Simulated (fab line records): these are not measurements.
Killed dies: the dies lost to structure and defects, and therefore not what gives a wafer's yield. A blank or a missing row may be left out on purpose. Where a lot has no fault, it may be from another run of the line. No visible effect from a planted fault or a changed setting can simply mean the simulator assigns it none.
fab line records | flow sky130 | part 2 of 2: steps 34 to 42 of 42
record lots=5 | wafers=15 | last_day=49
route steps=708 shown METAL3@533 CAPM@537 VIA3@573
lots that met no fault: taken from a fault-free run of the same line
start_h: hours from the record's first day to the start of the lot's first wafer shown | wait_h: how many hours have passed since the lot's step before this one | " identical to the entry in the row above | L1.1+2: a row that stands for several wafers | - either no value or no given start | * or withheld: withheld | < > ~ a bound
route shown NAME@n: NAME is a module with steps in the file, n the number in the route of the first one | usual: average and standard deviation across the fault-free wafers | same: alike in all rows | chamber/n: place in a boat | sites: each site's reading | _std_site: standard deviation across them | _edge_site: outer sites' mean less inner sites' | radius_mm: how far each site lies from the wafer's centre | mask NAME#n: copy n | behind: the most recent tool/chamber to have shaped the wafer | hold: why the lot went on hold/how many hours it stayed there/how the hold came to an end | device: whichever transistor did not switch (one of n, p or np) | end of line: the same wafers' tests at the end of the route | a step with no rows: only its recipe | killed: at the first sort, the dies lost to defects and structure; wafer yield is something else | map: a wafer's dies, x killed, . not, _ none there
set.NAME: setting as actually run; set.NAME@STEP: the setting as run at that earlier step | model.NAME: the simulator's own value behind a step, which no gauge read
lots at selected steps of the route; one table per step, one row per wafer
services: from which hour (start_h, from the record's first day; less than 0 if before it) a tool's chamber was out of use, for how many hours, and why
## steps
# step SKY_METAL3_ETCH_16
# recipe chemistry=N2/H2 | target=BARC | ion_energy_ev=200 | bias_w=100 | pressure_mtorr=30 | n2_flow_sccm=100 | h2_flow_sccm=200 | icp_w=500 | stop_on=SiO2 | time_s=88.2 | target_depth_a=600
# usual drypump_motor_current_A=5.92/0.29 | oes_product_au=0.626/0.0049 | throttle_valve_pct=13.206/0.0088
# same time_s=88.2
lot.wafer | tool         | chamber | start_h | wait_h | drypump_motor_current_A | oes_product_au | rf_hours_counter_h | throttle_valve_pct
L077.1    | rie_metal-02 | 0       | 920.47  | 0.0    | 5.89                    | 0.628          | 11                 | 13.195
L077.3    | "            | 0       | "       | "      | 5.89                    | 0.623          | -                  | 13.213
L077.4    | "            | 1       | "       | "      | 6.13                    | 0.628          | -                  | 13.205
L078.1    | rie_metal-02 | 1       | 928.29  | 0.0    | 6.13                    | 0.630          | 9                  | 13.206
L078.5    | "            | 0       | "       | "      | 5.87                    | 0.638          | -                  | 13.203
L078.6    | "            | 1       | "       | "      | 6.12                    | 0.623          | -                  | 13.213
L082.1    | rie_metal-01 | 0       | 963.95  | 0.0    | 5.18                    | 0.626          | 6                  | 13.213
L082.3    | "            | 0       | "       | "      | 5.16                    | 0.620          | -                  | 13.207
L082.4    | "            | 1       | "       | "      | 6.49                    | 0.622          | -                  | 13.201
L084.2    | rie_metal-02 | 0       | 976.32  | 0.0    | 5.88                    | 0.626          | 13                 | 13.217
L084.4    | "            | 1       | "       | "      | 6.13                    | 0.623          | -                  | 13.205
L084.6    | "            | 1       | "       | "      | 6.14                    | 0.631          | -                  | 13.206
L091.1    | rie_metal-03 | 1       | 1030.12 | 0.0    | 5.96                    | 0.628          | 13                 | 13.219
L091.2    | "            | 0       | "       | "      | 5.82                    | 0.632          | 16                 | 13.212
L091.6    | "            | 0       | "       | "      | 5.77                    | 0.631          | -                  | 13.218
# step SKY_METAL3_ETCH_17
# recipe target=SiO2 | stop_on=TiN | chemistry=C4F8/O2/Ar | source_w=1500 | bias_w=1200 | pressure_mtorr=40 | c4f8_flow_sccm=withheld | O2_flow_sccm=6 | Ar_flow_sccm=300 | time_s=3.9 | target_depth_a=150
# usual oes_product_au=0.756/0.0081
# same time_s=3.9
lot.wafer | tool        | chamber | start_h | wait_h | oes_product_au | rf_hours_counter_h
L077.1    | rie_diel-03 | 2       | 920.57  | 0.1    | 0.759          | 2
L077.3    | "           | 0       | "       | "      | 0.746          | 24
L077.4    | "           | 3       | "       | "      | 0.763          | 21
L078.1    | rie_diel-03 | 2       | 928.39  | 0.1    | 0.759          | 3
L078.5    | "           | 0       | "       | "      | 0.750          | -
L078.6    | "           | 1       | "       | "      | 0.758          | -
L082.1    | rie_diel-01 | 2       | 964.05  | 0.1    | 0.765          | 15
L082.3    | "           | 0       | "       | "      | 0.758          | 12
L082.4    | "           | 3       | "       | "      | 0.772          | 20
L084.2    | rie_diel-03 | 1       | 976.42  | 0.1    | 0.759          | 3
L084.4    | "           | 2       | "       | "      | 0.770          | 4
L084.6    | "           | 1       | "       | "      | 0.764          | -
L091.1    | rie_diel-04 | 3       | 1030.22 | 0.1    | 0.748          | 9
L091.2    | "           | 2       | "       | "      | 0.749          | 17
L091.6    | "           | 3       | "       | "      | 0.748          | -
# step SKY_METAL3_METAL_ETCH_18
# recipe target_depth_a=8450 | stop_on=SiO2 | over_etch_frac=0.3 | time_s=183.1 | chemistry=Cl2/BCl3 | resist_sidewall_deg=88 | pressure_mtorr=10 | icp_w=900 | bias_w=48.5 | Cl2_flow_sccm=60 | bcl3_flow_sccm=30
# usual drypump_motor_current_A=5.9/0.39 | oes_product_au=0.869/0.0081 | throttle_valve_pct=22.265/0.0091
# same time_s=183.1
lot.wafer | tool         | chamber | start_h | wait_h | drypump_motor_current_A | oes_product_au | rf_hours_counter_h | throttle_valve_pct
L077.1    | rie_metal-01 | 1       | 920.58  | 0.0    | 6.5                     | 0.865          | 10                 | 22.263
L077.3    | "            | 0       | "       | "      | 5.2                     | 0.869          | -                  | 22.275
L077.4    | "            | 1       | "       | "      | 6.4                     | 0.880          | -                  | 22.264
L078.1    | rie_metal-03 | 1       | 928.41  | 0.0    | 6.0                     | 0.883          | 8                  | 22.260
L078.5    | "            | 1       | "       | "      | 6.0                     | 0.871          | -                  | 22.258
L078.6    | "            | 0       | "       | "      | 5.8                     | 0.874          | -                  | 22.259
L082.1    | rie_metal-02 | 1       | 964.07  | 0.0    | 6.1                     | 0.873          | 11                 | 22.277
L082.3    | "            | 0       | "       | "      | 5.9                     | 0.870          | -                  | 22.263
L082.4    | "            | 1       | "       | "      | 6.1                     | 0.874          | -                  | 22.252
L084.2    | rie_metal-03 | 0       | 976.43  | 0.0    | 5.8                     | 0.865          | 14                 | 22.279
L084.4    | "            | 1       | "       | "      | 6.0                     | 0.874          | -                  | 22.266
L084.6    | "            | 0       | "       | "      | 5.8                     | 0.869          | -                  | 22.248
L091.1    | rie_metal-01 | 1       | 1030.24 | 0.0    | 6.5                     | 0.869          | 15                 | 22.269
L091.2    | "            | 0       | "       | "      | 5.1                     | 0.885          | 11                 | 22.263
L091.6    | "            | 0       | "       | "      | 5.2                     | 0.865          | -                  | 22.266
# step SKY_METAL3_STRIP_19
# recipe chemistry=O2/N2 | power_w=1400 | pressure_mtorr=1500 | platen_temp_c=withheld | o2_flow_sccm=3000 | n2_flow_sccm=300 | overash_fraction=0.5
# usual drypump_motor_current_A=5.81/0.26 | oes_product_au=0.501/0.0081 | strip_time_to_endpoint_s=6.50/0.15
lot.wafer | tool            | chamber | start_h | wait_h | drypump_motor_current_A | oes_product_au | rf_hours_counter_h | strip_time_to_endpoint_s
L077.1    | plasma_asher-03 | 0       | 920.76  | 0.1    | 6.09                    | 0.504          | 49                 | 6.47
L077.3    | "               | 1       | "       | "      | 5.67                    | 0.518          | -                  | 6.68
L077.4    | "               | 0       | "       | "      | 6.05                    | 0.505          | -                  | 6.54
L078.1    | plasma_asher-02 | 1       | 928.59  | 0.1    | 5.48                    | 0.485          | 107                | 6.34
L078.5    | "               | 1       | "       | "      | 5.47                    | 0.498          | -                  | 6.34
L078.6    | "               | 0       | "       | "      | 6.13                    | 0.487          | -                  | 6.33
L082.1    | plasma_asher-03 | 1       | 964.25  | 0.1    | 5.67                    | 0.512          | 53                 | 6.77
L082.3    | "               | 0       | "       | "      | 6.06                    | 0.495          | -                  | 6.56
L082.4    | "               | 1       | "       | "      | 5.68                    | 0.504          | -                  | 6.74
L084.2    | plasma_asher-02 | 1       | 976.61  | 0.1    | 5.50                    | 0.500          | 112                | 6.35
L084.4    | "               | 1       | "       | "      | 5.48                    | 0.481          | -                  | 6.21
L084.6    | "               | 0       | "       | "      | 6.12                    | 0.501          | -                  | 6.41
L091.1    | plasma_asher-03 | 0       | 1030.41 | 0.1    | 6.05                    | 0.490          | 60                 | 6.42
L091.2    | "               | 1       | "       | "      | 5.71                    | 0.507          | 60                 | 6.68
L091.6    | "               | 1       | "       | "      | 5.70                    | 0.511          | -                  | 6.72
# step SKY_METAL3_STRIP_20
# recipe chemistry=post_etch_residue_remover | time_s=1200 | temp_c=72.5
# same time_s=1200
lot.wafer  | tool         | chamber | start_h | wait_h
L077.1+3+4 | wet_bench-04 | 0       | 920.86  | 0.1
L078.1+5+6 | wet_bench-04 | 1       | 928.69  | 0.1
L082.1+3+4 | wet_bench-04 | 0       | 964.35  | 0.1
L084.2+4+6 | wet_bench-04 | 0       | 976.71  | 0.1
L091.1+2+6 | wet_bench-04 | 0       | 1030.51 | 0.1
# step SKY_METAL3_CLEAN_21
# recipe chemistry=IPA | time_s=180 | temp_c=25
# same time_s=180
lot.wafer  | tool         | chamber | start_h | wait_h
L077.1+3+4 | wet_bench-01 | 0       | 921.23  | 0.0
L078.1+5+6 | wet_bench-01 | 2       | 929.03  | 0.0
L082.1+3+4 | wet_bench-03 | 1       | 964.72  | 0.0
L084.2+4+6 | wet_bench-04 | 3       | 977.05  | 0.0
L091.1+2+6 | wet_bench-03 | 0       | 1030.85 | 0.0
# step SKY_METAL3_CLEAN_22
# recipe chemistry=O3/DIW | dry=n2_spin
lot.wafer  | tool         | chamber | start_h | wait_h
L077.1+3+4 | wet_bench-04 | 2       | 921.29  | 0.0
L078.1+5+6 | wet_bench-03 | 0       | 929.09  | 0.0
L082.1+3+4 | wet_bench-04 | 0       | 964.78  | 0.0
L084.2+4+6 | wet_bench-04 | 3       | 977.11  | 0.0
L091.1+2+6 | wet_bench-01 | 0       | 1030.91 | 0.0
# step SKY_VIA3_HDPCVD_00
# recipe material=SiO2 | target_thk_nm=1635 | sigma_open_frac=0.3 | time_s=272.5 | temp_c=400 | sih4_flow_sccm=60 | pressure_mtorr=6
# same time_s=272.5
lot.wafer  | tool      | chamber | start_h | wait_h
L077.1+3+4 | hdpcvd-01 | 2,1,1   | 921.39  | 0.0
L078.1+5+6 | hdpcvd-02 | 0,2,0   | 929.18  | 0.0
L082.1+3+4 | hdpcvd-02 | 0,1,2   | 964.88  | 0.0
L084.2+4+6 | hdpcvd-01 | 1,2,0   | 977.20  | 0.0
L091.1+2+6 | hdpcvd-01 | 1,0,0   | 1031.00 | 0.0
# step SKY_VIA3_THK_MEAS_01
# recipe reads=SiO2_of_VIA3_HDPCVD_00
# usual VIA3_HDPCVD_THK=1639/20
lot.wafer | tool          | chamber | start_h | wait_h | VIA3_HDPCVD_THK[nm]
L077.1    | film_metro-02 | -       | 921.56  | 0.1    | 1646
L077.3    | "             | -       | "       | "      | 1620
L077.4    | "             | -       | "       | "      | 1617
L078.1    | film_metro-02 | -       | 929.43  | 0.2    | 1636
L078.5    | "             | -       | "       | "      | 1672
L078.6    | "             | -       | "       | "      | 1616
L082.1    | film_metro-02 | -       | 965.05  | 0.1    | 1648
L082.3    | "             | -       | "       | "      | 1666
L082.4    | "             | -       | "       | "      | 1640
L084.2    | film_metro-01 | -       | 977.38  | 0.1    | 1648
L084.4    | "             | -       | "       | "      | 1639
L084.6    | "             | -       | "       | "      | 1662
L091.1    | film_metro-04 | -       | 1031.17 | 0.1    | 1610
L091.2    | "             | -       | "       | "      | 1627
L091.6    | "             | -       | "       | "      | 1612
## services
tool             | chamber | start_h | hours | kind
krf_scanner-01   | -       | 876.23  | 1.8   | repair
plasma_asher-03  | -       | 878.80  | 18.6  | repair
wet_bench-02     | -       | 893.57  | 1.9   | pm
iline_stepper-02 | -       | 894.22  | 1.7   | pm
hdpcvd-01        | -       | 897.67  | 2.6   | repair
wet_bench-04     | -       | 902.81  | 7.5   | repair
hdpcvd-01        | -       | 904.01  | 6.0   | pm
pvd_sputter-01   | -       | 908.64  | 2.2   | repair
pvd_sputter-02   | -       | 927.87  | 0.9   | repair
krf_scanner-01   | -       | 935.40  | 1.0   | pm
krf_scanner-01   | -       | 937.20  | 4.0   | pm
rie_metal-01     | 1       | 938.43  | 16.3  | repair
hdpcvd-01        | -       | 950.25  | 15.0  | pm
rie_diel-03      | 2       | 952.07  | 2.4   | repair
wet_bench-03     | -       | 972.93  | 2.0   | repair
wet_bench-01     | -       | 976.89  | 1.4   | repair
plasma_asher-03  | -       | 988.70  | 1.8   | repair
krf_scanner-01   | -       | 992.03  | 1.3   | pm
krf_scanner-01   | -       | 1006.47 | 0.8   | pm
rie_metal-04     | -       | 1007.21 | 0.1   | repair
rie_diel-03      | -       | 1011.34 | 2.8   | pm
rie_metal-04     | -       | 1016.42 | 0.6   | repair
pvd_sputter-01   | -       | 1019.03 | 4.9   | repair
rie_metal-01     | 1       | 1020.24 | 4.8   | repair
